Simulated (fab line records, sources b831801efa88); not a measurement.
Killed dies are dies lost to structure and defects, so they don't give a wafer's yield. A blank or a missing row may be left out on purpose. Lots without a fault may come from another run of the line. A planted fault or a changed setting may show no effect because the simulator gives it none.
A struck lot beside a sound one | flow sky130 | 15 steps out of a route of 708
Sound: wafers L465.3, L465.4, L465.5. Struck: wafer L468.6. (L468.1, L468.2 of the same lot were not struck and are left out.) The cause comes at the end.
At each step with rows: each side's tool, then ch and its chambers, then its first start. Under that, the readings that differ: sound wafers | struck wafers | difference of the means | sigmas: that difference in standard deviations of wafers without a fault.
alike: readings whose means differ by less than 2 such deviations, and words and numbers that are the same on both sides. not compared: withheld readings, readings that some wafer has no value for, bounds like >300 that may hide the same value, and numbers for which the record gives no deviation and whose values overlap.
The two part at a step that has a row with sigmas, a row that says differs or no value, or rows on one side only. Numbers that don't overlap but have no deviation are shown without sigmas and don't part them. A reading that every wafer of one side lacks parts them only if that side has two wafers or more.

first, 8 steps without rows for these wafers: SKY_POLY_GATE_DEHYDRATE_05 (time 60 s); SKY_POLY_GATE_HMDS_06 (prime time 60 s); SKY_POLY_GATE_COAT_07 (resist thk 110 nm); SKY_POLY_GATE_COAT_08 (resist thk 450 nm); SKY_POLY_GATE_SOFTBAKE_09 (time 90 s); SKY_POLY_GATE_EXPOSE_10 (exposes mask P1M, target cd 150 nm); SKY_POLY_GATE_PEB_11; SKY_POLY_GATE_DEVELOP_12 (develop time 60 s).
SKY_POLY_GATE_CD_MEAS_13: target cd 150 nm.
  sound on cd_sem-02, day 17 18:09; struck on cd_sem-02, day 18 17:35
  alike: cd_nm
SKY_POLY_GATE_OVL_MEAS_14:
  sound on overlay-02, day 17 18:14; struck on overlay-01, day 18 17:43
  alike: POLY_GATE_OVL
SKY_POLY_GATE_ETCH_15: etches BARC in N2/H2, stops on SiO2, time 118.5 s, target depth 110 nm.
  sound on rie_diel-03 ch 1,2, day 17 18:16; struck on rie_diel-04 ch 3, day 18 17:45
  alike: drypump_motor_current_A, n2_flow_sccm, oes_product_au, throttle_valve_pct
  not compared: rf_hours_counter_h
SKY_POLY_GATE_ETCH_16: etches Si3N4 in CH3F/O2, stops on poly-Si, time 147.5 s, target depth 75 nm.
  sound on rie_diel-03 ch 1,2, day 17 18:21; struck on rie_diel-04 ch 3, day 18 17:50
  alike: drypump_motor_current_A, oes_product_au, throttle_valve_pct
  not compared: rf_hours_counter_h
SKY_POLY_GATE_ETCH_17: etches poly-Si in HBr/Cl2, stops on SiO2, target depth 180 nm, time 70.5 s.
  sound on rie_si-02 ch 0,2,3, day 17 18:27; struck on rie_si-02 ch 1, day 18 17:56
  reading                                          | sound             | struck | difference | sigmas
  oes_product_au (a.u.)                            | 0.986 0.985 0.981 | 0.829  | -0.155     | -30
  model.etch.depth_nm (nm)                         | 178.6 178 176.6   | 136.8  | -40.9      |
  model.POLY_GATE.feature_depth_nm (nm)            | 178.6 178 176.6   | 136.8  | -40.9      |
  model.KrF-thick_of_POLY_GATE_COAT_08.thk_nm (nm) | 142.3 142.8 143.3 | 163.6  | +20.8      |
  alike: drypump_motor_current_A, throttle_valve_pct
  not compared: rf_hours_counter_h
SKY_POLY_GATE_STRIP_18: strips in O2/N2.
  sound on plasma_asher-02 ch 0,1, day 17 18:32; struck on plasma_asher-04 ch 1, day 18 17:59
  reading                      | sound          | struck | difference | sigmas
  strip_time_to_endpoint_s (s) | 3.20 3.19 3.21 | 3.40   | +0.20      | +6
  alike: drypump_motor_current_A, n2_flow_sccm, oes_product_au
  not compared: rf_hours_counter_h
then, 1 step without rows for these wafers: SKY_POLY_GATE_CLEAN_19 (cleans in SC1/SC2, time 150 s).

WHERE THEY PART
First at SKY_POLY_GATE_ETCH_17; last, within this record, at SKY_POLY_GATE_STRIP_18.

WHY: what the simulator had put in
Process parameter drift: rie_si-02, from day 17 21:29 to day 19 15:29, at SKY_POLY_GATE_ETCH_17. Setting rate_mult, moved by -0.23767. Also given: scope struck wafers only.
